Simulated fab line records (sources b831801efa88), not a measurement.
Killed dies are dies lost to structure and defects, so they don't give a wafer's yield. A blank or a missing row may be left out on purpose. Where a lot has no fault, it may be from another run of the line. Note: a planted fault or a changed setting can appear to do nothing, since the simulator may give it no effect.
Which tool is to blame? / flow sky130 / 14 lots with 42 wafers sampled at 3 steps, on a route of 708 steps

## WHAT THE GAUGES SHOWED, per wafer
SKY_SD_N_RS_MEAS_16: measures by four-point-probe.
lot=L737; measured=day 28 02:17; on=film_metro-01; SD_N_RS (ohm/sq)=68.51 68.62 68.69
lot=L739; measured=day 28 18:56; on=film_metro-02; SD_N_RS (ohm/sq)=68.42 68.51 68.43
lot=L740; measured=day 29 03:39; on=film_metro-03; SD_N_RS (ohm/sq)=68.85 68.80 68.88
lot=L741; measured=day 29 06:58; on=film_metro-03; SD_N_RS (ohm/sq)=69.06 68.73 68.72
lot=L743; measured=day 29 20:22; on=film_metro-01; SD_N_RS (ohm/sq)=68.55 68.61 68.51
lot=L744; measured=day 31 01:31; on=film_metro-03; SD_N_RS (ohm/sq)=68.81 68.84 68.91
lot=L745; measured=day 31 04:03; on=film_metro-03; SD_N_RS (ohm/sq)=68.78 68.80 68.77
lot=L746; measured=day 31 05:28; on=film_metro-03; SD_N_RS (ohm/sq)=68.70 68.89 68.81
lot=L748; measured=day 31 13:07; on=film_metro-03; SD_N_RS (ohm/sq)=69.01 68.79 68.83
lot=L747; measured=day 31 18:07; on=film_metro-02; SD_N_RS (ohm/sq)=68.51 68.67 68.66
lot=L749; measured=day 31 21:56; on=film_metro-01; SD_N_RS (ohm/sq)=68.52 68.38 68.62
lot=L757; measured=day 34 09:14; on=film_metro-01; SD_N_RS (ohm/sq)=67.38 67.60 67.53
lot=L759; measured=day 35 10:03; on=film_metro-03; SD_N_RS (ohm/sq)=67.64 67.69 67.72
lot=L760; measured=day 35 14:08; on=film_metro-02; SD_N_RS (ohm/sq)=68.64 68.46 68.53

SKY_SD_N_RS_MEAS_17: measures by four-point-probe.
lot=L737; measured=day 28 02:24; on=film_metro-01; SD_P_RS (ohm/sq)=147.6 147.2 147.7
lot=L739; measured=day 28 19:03; on=film_metro-02; SD_P_RS (ohm/sq)=146.6 147.0 146.9
lot=L740; measured=day 29 03:46; on=film_metro-03; SD_P_RS (ohm/sq)=147.6 147.9 147.7
lot=L741; measured=day 29 07:05; on=film_metro-03; SD_P_RS (ohm/sq)=148.1 148.2 147.6
lot=L743; measured=day 29 20:29; on=film_metro-01; SD_P_RS (ohm/sq)=147.4 146.9 146.7
lot=L744; measured=day 31 01:38; on=film_metro-03; SD_P_RS (ohm/sq)=147.9 147.3 147.8
lot=L745; measured=day 31 04:10; on=film_metro-03; SD_P_RS (ohm/sq)=147.3 147.4 147.8
lot=L746; measured=day 31 05:35; on=film_metro-03; SD_P_RS (ohm/sq)=147.4 147.7 147.9
lot=L748; measured=day 31 13:14; on=film_metro-03; SD_P_RS (ohm/sq)=148.3 147.7 148.0
lot=L747; measured=day 31 18:14; on=film_metro-02; SD_P_RS (ohm/sq)=146.8 147.1 146.7
lot=L749; measured=day 31 22:04; on=film_metro-01; SD_P_RS (ohm/sq)=146.7 146.7 147.1
lot=L757; measured=day 34 09:21; on=film_metro-01; SD_P_RS (ohm/sq)=141.4 141.7 141.3
lot=L759; measured=day 35 10:10; on=film_metro-03; SD_P_RS (ohm/sq)=142.2 142.4 142.2
lot=L760; measured=day 35 14:15; on=film_metro-02; SD_P_RS (ohm/sq)=147.5 146.9 147.0

## TOOL THAT RAN EACH LOT (tool first, then ch and the chambers of the sampled wafers, then the start)
lot=L737; SKY_SD_N_RTA_14=rtp_anneal-02 ch 0, day 28 02:07
lot=L739; SKY_SD_N_RTA_14=rtp_anneal-02 ch 0, day 28 18:45
lot=L740; SKY_SD_N_RTA_14=rtp_anneal-01 ch 0, day 29 03:28
lot=L741; SKY_SD_N_RTA_14=rtp_anneal-02 ch 0, day 29 06:46
lot=L743; SKY_SD_N_RTA_14=rtp_anneal-02 ch 0, day 29 20:11
lot=L744; SKY_SD_N_RTA_14=rtp_anneal-01 ch 0, day 31 01:19
lot=L745; SKY_SD_N_RTA_14=rtp_anneal-02 ch 0, day 31 03:49
lot=L746; SKY_SD_N_RTA_14=rtp_anneal-01 ch 0, day 31 05:16
lot=L748; SKY_SD_N_RTA_14=rtp_anneal-02 ch 0, day 31 12:55
lot=L747; SKY_SD_N_RTA_14=rtp_anneal-01 ch 0, day 31 17:55
lot=L749; SKY_SD_N_RTA_14=rtp_anneal-02 ch 0, day 31 21:44
lot=L757; SKY_SD_N_RTA_14=rtp_anneal-02 ch 0, day 34 09:04
lot=L759; SKY_SD_N_RTA_14=rtp_anneal-02 ch 0, day 35 09:52
lot=L760; SKY_SD_N_RTA_14=rtp_anneal-01 ch 0, day 35 13:58
- SKY_SD_N_RTA_14: time 2 s.

## WHAT THE TOOLS THEMSELVES READ (means of the sampled wafers that have a number; where no wafer has one, the mark that the record gives instead)
SKY_SD_N_RTA_14.
lot=L737; tool=rtp_anneal-02; lamp_power_pct (%)=15.72; wafer_temp_C_max=1078.3
lot=L739; tool=rtp_anneal-02; lamp_power_pct (%)=15.74; wafer_temp_C_max=1077.4
lot=L740; tool=rtp_anneal-01; lamp_power_pct (%)=15.76; wafer_temp_C_max=1077.8
lot=L741; tool=rtp_anneal-02; lamp_power_pct (%)=15.69; wafer_temp_C_max=1078.3
lot=L743; tool=rtp_anneal-02; lamp_power_pct (%)=15.75; wafer_temp_C_max=1079.1
lot=L744; tool=rtp_anneal-01; lamp_power_pct (%)=15.76; wafer_temp_C_max=1078.3
lot=L745; tool=rtp_anneal-02; lamp_power_pct (%)=15.75; wafer_temp_C_max=1078.2
lot=L746; tool=rtp_anneal-01; lamp_power_pct (%)=15.75; wafer_temp_C_max=1077.5
lot=L748; tool=rtp_anneal-02; lamp_power_pct (%)=15.74; wafer_temp_C_max=1077.3
lot=L747; tool=rtp_anneal-01; lamp_power_pct (%)=15.69; wafer_temp_C_max=1077.5
lot=L749; tool=rtp_anneal-02; lamp_power_pct (%)=15.75; wafer_temp_C_max=1078.1
lot=L757; tool=rtp_anneal-02; lamp_power_pct (%)=15.73; wafer_temp_C_max=1083.8
lot=L759; tool=rtp_anneal-02; lamp_power_pct (%)=15.76; wafer_temp_C_max=1084.7
lot=L760; tool=rtp_anneal-01; lamp_power_pct (%)=15.69; wafer_temp_C_max=1077.4

## THE ANSWER, worked out from the rows above alone
Rule: usual is defined by the lots themselves. Put in order of their means at a reading, lots are off if they are a third of the lots or fewer, leave a main group of 4 or more, and stand apart from it by a gap of 3 or more times the standard deviation of the main group's means; of several such gaps the widest counts. The tables above print the reading to a certain number of digits; a main group whose means all agree to those digits is not used. Also off: a lot with no number at a reading for which 4 or more lots have one. Any other lot the step has rows for is counted as sound. Order of review: gauges by route order, followed by the tools' own readings, for which a lot's mean as printed above is used. At the first step where some lot is off, the reading lying furthest off is the one used; lots without a number count as furthest.
Off: L757, L759, at SKY_SD_N_RS_MEAS_16 (SD_N_RS). The main group has a mean of 68.69 ohm/sq with a standard deviation of 0.15.
A tool fits if, at a process step before that reading, it ran every lot that is off, and no sound lot after the first of them. Not tried: the gauges at SKY_SD_N_RS_MEAS_16; whatever is off there is also off at SKY_SD_N_RTA_14, on other tools, and gauge error can't account for it. One candidate fits, namely rtp_anneal-02 at SKY_SD_N_RTA_14. A fault onset in the window from L749 (day 31 21:44, its last sound lot) to L757 (day 34 09:04, its first lot off) fits.
The tool's own readings at SKY_SD_N_RTA_14 bear it out: on the lots that are off they differ by more than 5 times the standard deviation of the sound lots' means. wafer_temp_C_max reads 1084.2 there against 1077.9 on the sound lots.

## WHAT THE SIMULATOR HAD INSERTED
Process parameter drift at SKY_SD_N_RTA_14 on rtp_anneal-02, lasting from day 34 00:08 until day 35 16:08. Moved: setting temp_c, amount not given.
Struck lots among those shown: L757, L759. Same finding as the rule above.
